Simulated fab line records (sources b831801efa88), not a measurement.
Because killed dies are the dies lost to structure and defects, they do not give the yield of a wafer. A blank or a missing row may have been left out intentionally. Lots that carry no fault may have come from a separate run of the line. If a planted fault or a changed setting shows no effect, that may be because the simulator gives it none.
Split-lot experiment ; flow sfqLine ; 23 wafers read from 5 lots, route of 325 steps

## ABOUT THE SPLIT
At SFQ_TRILAYER_M1_LITHO_COAT_044 (resist thk 62 nm), the setting spinRpm was moved away from the recipe's 3000 rpm on 9 of the 23 wafers read, by -3.5% to +6.3%. The other wafers ran this setting at the recipe's value.

The reading is taken at the split's own step.

## THE READING
BARC_of_TRILAYER_M1_LITHO_COAT_044.thkNm (the simulator's own value, which no gauge read), in nm, at SFQ_TRILAYER_M1_LITHO_COAT_044 (resist thk 62 nm). The file gives no usual value for it. Average 61.95 nm, standard deviation 0.22 nm, over the 14 wafers here run with the recipe.

wafer;tool, chamber at the split;spinRpm as run, rpm;against the recipe;BARC_of_TRILAYER_M1_LITHO_COAT_044.thkNm, nm;against lot-mates on the recipe
L077.1;lithoTrack-02, 0;3000;recipe;61.94;-
L077.5;lithoTrack-02, 0;3000;recipe;61.94;-
L077.2;lithoTrack-02, 0;3000;recipe;61.99;-
L077.3;lithoTrack-02, 0;3108;+3.6%;61;-0.96
L077.4;lithoTrack-02, 0;3108;+3.6%;60.8;-1.16
L078.1;lithoTrack-04, 0;3188;+6.3%;59.91;-1.92
L078.2;lithoTrack-04, 0;3000;recipe;61.52;-
L078.3;lithoTrack-04, 0;3000;recipe;62.13;-
L078.4;lithoTrack-04, 0;3000;recipe;61.83;-
L078.6;lithoTrack-04, 0;3188;+6.3%;59.96;-1.87
L079.1;lithoTrack-02, 0;2895;-3.5%;62.92;+1.24
L079.2;lithoTrack-02, 0;3000;recipe;61.75;-
L079.3;lithoTrack-02, 0;2895;-3.5%;62.73;+1.05
L079.4;lithoTrack-02, 0;2895;-3.5%;62.81;+1.13
L079.6;lithoTrack-02, 0;3000;recipe;61.61;-
L081.1;lithoTrack-04, 0;3000;recipe;62.31;-
L081.2;lithoTrack-04, 0;3090;+3.0%;61.26;-0.96
L081.4;lithoTrack-04, 0;3090;+3.0%;61.23;-0.99
L081.5;lithoTrack-04, 0;3000;recipe;62.21;-
L081.6;lithoTrack-04, 0;3000;recipe;62.14;-
L085.3;lithoTrack-04, 0;3000;recipe;61.88;-
L085.4;lithoTrack-04, 0;3000;recipe;62.14;-
L085.6;lithoTrack-04, 0;3000;recipe;61.89;-

FIT RESULTS
A straight line over all 23 wafers: BARC_of_TRILAYER_M1_LITHO_COAT_044.thkNm changes by -0.288 nm for each +1% of spinRpm; r = -0.97; the points scatter about the line by 0.21 nm.
The same after taking each lot's own level away (the mean of its wafers on the recipe; 23 wafers): -0.31 nm for each +1%; r = -0.99; scatter 0.12 nm.
On that fit, the largest move of spinRpm shifts the reading by 1.9 nm.
From 61.680 to 62.220 nm: that is the span of the lots' own levels, equal to 2.5 times the standard deviation above.
Hence the lot-to-lot level has little effect on the slope; both slopes agree.
Check: -1.93 nm against its lot-mates is what the line predicts for one of the wafers moved furthest among these (+6.3%) when that wafer is left out of the fit. Against them it came out at -1.92 nm.

## THE FILE'S OWN FIT
BARC_of_TRILAYER_M1_LITHO_COAT_044.thkNm changes by -0.307 nm for each +1% of spinRpm, r = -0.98.
